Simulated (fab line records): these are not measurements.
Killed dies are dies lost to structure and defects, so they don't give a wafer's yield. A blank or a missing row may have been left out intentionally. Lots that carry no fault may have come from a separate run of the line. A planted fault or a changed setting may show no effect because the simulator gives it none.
Which tool did it? -- flow sky130 -- 24 lots, 72 wafers sampled, at 5 steps of a route of 708

== WHAT THE GAUGES SHOWED, per wafer ==
SKY_METAL1_OVL_MEAS_16. Usual: METAL1_OVL typically reads 2 nm, with standard deviation 4.8.
lot,measured,on,METAL1_OVL (nm),flag
L075,day 33 22:27,overlay-02,-3 -1 -1,
L074,day 33 23:34,overlay-01,1 1 0,
L079,day 33 23:55,overlay-02,3 4 5,
L077,day 34 00:16,overlay-01,6 3 1,
L076,day 34 00:37,overlay-02,3 -2 -2,
L078,day 34 00:58,overlay-01,2 1 5,
L080,day 34 01:18,overlay-01,-1 1 -4,
L081,day 34 04:27,overlay-01,3 3 5,
L082,day 35 08:01,overlay-01,4 -3 8,
L083,day 35 10:12,overlay-01,-7 -3 8,
L084,day 35 16:16,overlay-01,0 7 14,
L086,day 40 04:46,overlay-01,-1 4 -6,
L089,day 40 07:43,overlay-02,-2 -5 0,
L087,day 40 08:04,overlay-01,10 0 6,
L093,day 40 08:30,overlay-01,-1 4 -1,
L088,day 40 09:28,overlay-02,2 6 -2,
L085,day 40 09:49,overlay-01,5 -6 0,
L095,day 40 10:10,overlay-01,-5 -3 4,
L091,day 40 10:31,overlay-01,3 -1 11,
L090,day 40 11:55,overlay-02,10 9 10,
L094,day 40 12:04,overlay-01,0 5 0,
L096,day 40 13:16,overlay-01,-1 0 6,
L097,day 40 13:37,overlay-01,6 5 13,
L092,day 40 14:55,overlay-01,7 5 13,

SKY_VIA1_CD_MEAS_12 targets a cd of 150 nm. Usual: cd-nm at 150.3 nm, with a standard deviation of 1.4.
lot,measured,on,cd-nm (nm),flag
L075,day 35 01:47,cd-sem-02,148.2 149.0 148.6,
L074,day 35 03:05,cd-sem-02,150.2 151.5 151.6,
L079,day 35 02:50,cd-sem-01,150.0 150.7 150.1,
L077,day 35 03:13,cd-sem-01,150.0 151.0 150.6,
L076,day 35 04:21,cd-sem-01,148.3 149.7 149.8,
L078,day 35 04:11,cd-sem-02,148.7 149.1 149.6,
L080,day 35 04:59,cd-sem-02,151.0 149.7 149.3,
L081,day 35 07:38,cd-sem-01,150.8 148.9 150.5,
L082,day 36 11:27,cd-sem-01,151.5 150.7 150.6,
L083,day 36 13:29,cd-sem-02,151.9 153.6 151.3,
L084,day 36 19:42,cd-sem-02,147.5 147.5 147.8,
L086,day 41 05:41,cd-sem-02,148.2 149.9 149.0,
L089,day 41 08:29,cd-sem-01,151.4 150.2 152.4,
L087,day 41 08:46,cd-sem-02,150.7 149.8 151.0,
L093,day 41 09:56,cd-sem-01,150.7 152.3 149.7,
L088,day 41 10:19,cd-sem-02,148.0 148.0 149.2,
L085,day 41 10:37,cd-sem-02,150.9 151.4 149.6,
L095,day 41 11:26,cd-sem-01,151.2 153.1 152.3,
L091,day 41 11:39,cd-sem-02,152.7 152.1 151.9,
L090,day 41 13:14,cd-sem-01,152.0 151.5 150.3,
L094,day 41 13:22,cd-sem-02,149.2 150.1 150.6,
L096,day 41 14:19,cd-sem-02,151.0 151.6 150.5,
L097,day 41 14:56,cd-sem-01,149.8 150.0 151.6,
L092,day 41 16:10,cd-sem-01,149.3 149.1 149.0,

SKY_VIA1_OVL_MEAS_13. Usual: VIA1_OVL typically reads 0 nm, with standard deviation 4.6.
lot,measured,on,VIA1_OVL (nm),flag
L075,day 35 01:55,overlay-02,-6 -1 7,
L074,day 35 03:12,overlay-01,6 14 3,
L079,day 35 02:57,overlay-01,1 3 -6,
L077,day 35 03:19,overlay-02,6 -6 -11,
L076,day 35 04:28,overlay-02,5 0 -2,
L078,day 35 04:16,overlay-02,-1 -8 -1,
L080,day 35 05:06,overlay-01,-4 -2 -2,
L081,day 35 07:45,overlay-02,-4 -4 -9,
L082,day 36 11:34,overlay-02,9 3 4,
L083,day 36 13:37,overlay-02,3 5 4,
L084,day 36 19:46,overlay-01,0 4 -2,
L086,day 41 05:48,overlay-01,-2 1 -8,
L089,day 41 08:37,overlay-01,6 -6 5,
L087,day 41 08:52,overlay-02,-4 7 5,
L093,day 41 10:03,overlay-01,2 -2 -1,
L088,day 41 10:25,overlay-02,-2 3 -6,
L085,day 41 10:43,overlay-02,-3 3 -7,
L095,day 41 11:33,overlay-01,2 0 3,
L091,day 41 11:43,overlay-02,-5 0 -3,
L090,day 41 13:21,overlay-02,4 -2 3,
L094,day 41 13:28,overlay-01,7 5 4,
L096,day 41 14:25,overlay-02,-5 4 0,
L097,day 41 15:04,overlay-01,-8 2 -3,
L092,day 41 16:16,overlay-01,8 3 4,

== WHAT TOOL EACH LOT RAN ON (gives the tool, then ch and the chambers of the sampled wafers, and finally the start) ==
lot,SKY_CONTACT_SPUTTER_23,SKY_METAL1_SPUTTER_03
L075,"pvd-sputter-04, day 32 19:38","pvd-sputter-02, day 32 20:21"
L074,"pvd-sputter-04, day 32 20:52","pvd-sputter-02, day 32 21:36"
L079,"pvd-sputter-01, day 32 21:05","pvd-sputter-01, day 32 21:54"
L077,"pvd-sputter-03, day 32 21:17","pvd-sputter-02, day 32 22:12"
L076,"pvd-sputter-04, day 32 21:38","pvd-sputter-01, day 32 22:22"
L078,"pvd-sputter-03, day 32 21:55","pvd-sputter-03, day 32 22:38"
L080,"pvd-sputter-04, day 32 21:59","pvd-sputter-02, day 32 22:42"
L081,"pvd-sputter-04, day 33 01:44","pvd-sputter-01, day 33 02:27"
L082,"pvd-sputter-03, day 34 05:05","pvd-sputter-01, day 34 06:00"
L083,"pvd-sputter-03, day 34 07:10","pvd-sputter-02, day 34 07:53"
L084,"pvd-sputter-01, day 34 14:10","pvd-sputter-03, day 34 14:53"
L086,"pvd-sputter-03, day 39 04:19","pvd-sputter-02, day 39 05:03"
L089,"pvd-sputter-01, day 39 06:28","pvd-sputter-03, day 39 07:11"
L087,"pvd-sputter-04, day 39 06:28","pvd-sputter-02, day 39 07:18"
L093,"pvd-sputter-01, day 39 07:19","pvd-sputter-02, day 39 08:02"
L088,"pvd-sputter-04, day 39 07:35","pvd-sputter-03, day 39 08:19"
L085,"pvd-sputter-03, day 39 07:38","pvd-sputter-02, day 39 08:25"
L095,"pvd-sputter-01, day 39 08:04","pvd-sputter-01, day 39 08:47"
L091,"pvd-sputter-04, day 39 08:20","pvd-sputter-03, day 39 09:05"
L090,"pvd-sputter-04, day 39 10:23","pvd-sputter-02, day 39 11:06"
L094,"pvd-sputter-01, day 39 10:25","pvd-sputter-01, day 39 11:17"
L096,"pvd-sputter-04, day 39 11:50","pvd-sputter-01, day 39 12:38"
L097,"pvd-sputter-03, day 39 12:10","pvd-sputter-02, day 39 12:53"
L092,"pvd-sputter-01, day 39 13:28","pvd-sputter-02, day 39 14:17"
- SKY_CONTACT_SPUTTER_23: material TiN, target thk 20 nm, time 80 s.
- SKY_METAL1_SPUTTER_03: material Ti, target thk 5 nm, time 3.3 s.

== AS READ BY THE TOOLS THEMSELVES (means over the sampled wafers that have a number; for cases with no such wafer, the mark the record gives instead) ==
SKY_CONTACT_SPUTTER_23. Usual: throttle-valve-pct at 29.9 %, with a standard deviation of 1.1.
lot,tool,throttle-valve-pct (%),flag
L075,pvd-sputter-04,30.6,
L074,pvd-sputter-04,29.6,
L079,pvd-sputter-01,30.1,
L077,pvd-sputter-03,29.8,
L076,pvd-sputter-04,29.8,
L078,pvd-sputter-03,29.6,
L080,pvd-sputter-04,30.7,
L081,pvd-sputter-04,30.6,
L082,pvd-sputter-03,29.8,
L083,pvd-sputter-03,29.5,
L084,pvd-sputter-01,30.3,
L086,pvd-sputter-03,28.8,
L089,pvd-sputter-01,30.5,
L087,pvd-sputter-04,30.0,
L093,pvd-sputter-01,29.5,
L088,pvd-sputter-04,30.4,
L085,pvd-sputter-03,29.1,
L095,pvd-sputter-01,29.6,
L091,pvd-sputter-04,30.5,
L090,pvd-sputter-04,29.9,
L094,pvd-sputter-01,30.0,
L096,pvd-sputter-04,30.6,
L097,pvd-sputter-03,29.0,
L092,pvd-sputter-01,29.7,

SKY_METAL1_SPUTTER_03. Usual: throttle-valve-pct at 30.0 %, with a standard deviation of 1.1.
lot,tool,throttle-valve-pct (%),flag
L075,pvd-sputter-02,30.4,
L074,pvd-sputter-02,31.0,
L079,pvd-sputter-01,30.0,
L077,pvd-sputter-02,30.1,
L076,pvd-sputter-01,29.7,
L078,pvd-sputter-03,29.8,
L080,pvd-sputter-02,30.7,
L081,pvd-sputter-01,30.1,
L082,pvd-sputter-01,30.1,
L083,pvd-sputter-02,30.6,
L084,pvd-sputter-03,29.2,
L086,pvd-sputter-02,30.6,
L089,pvd-sputter-03,29.3,
L087,pvd-sputter-02,30.6,
L093,pvd-sputter-02,30.3,
L088,pvd-sputter-03,29.6,
L085,pvd-sputter-02,30.1,
L095,pvd-sputter-01,30.0,
L091,pvd-sputter-03,29.9,
L090,pvd-sputter-02,30.6,
L094,pvd-sputter-01,29.8,
L096,pvd-sputter-01,29.7,
L097,pvd-sputter-02,30.1,
L092,pvd-sputter-02,30.0,

== THE ANSWER, worked out from the rows above alone ==
Rule: a lot counts as off when the mean over its wafers that have a number is more than 3 standard deviations away from the usual mean. A lot without any number at a reading at which 4 lots or more have one is off too. Any other lot the step has rows for is counted as sound. First the gauges in route order, then the tools' own readings, where a lot's mean is used as printed above. The first step at which some lot is off is used, and at that step the reading that is off furthest; a lot without a number counts as furthest.
Across all readings shown, no lot is off: no conclusion can be drawn from this.

== WHAT WAS PUT IN BY THE SIMULATOR ==
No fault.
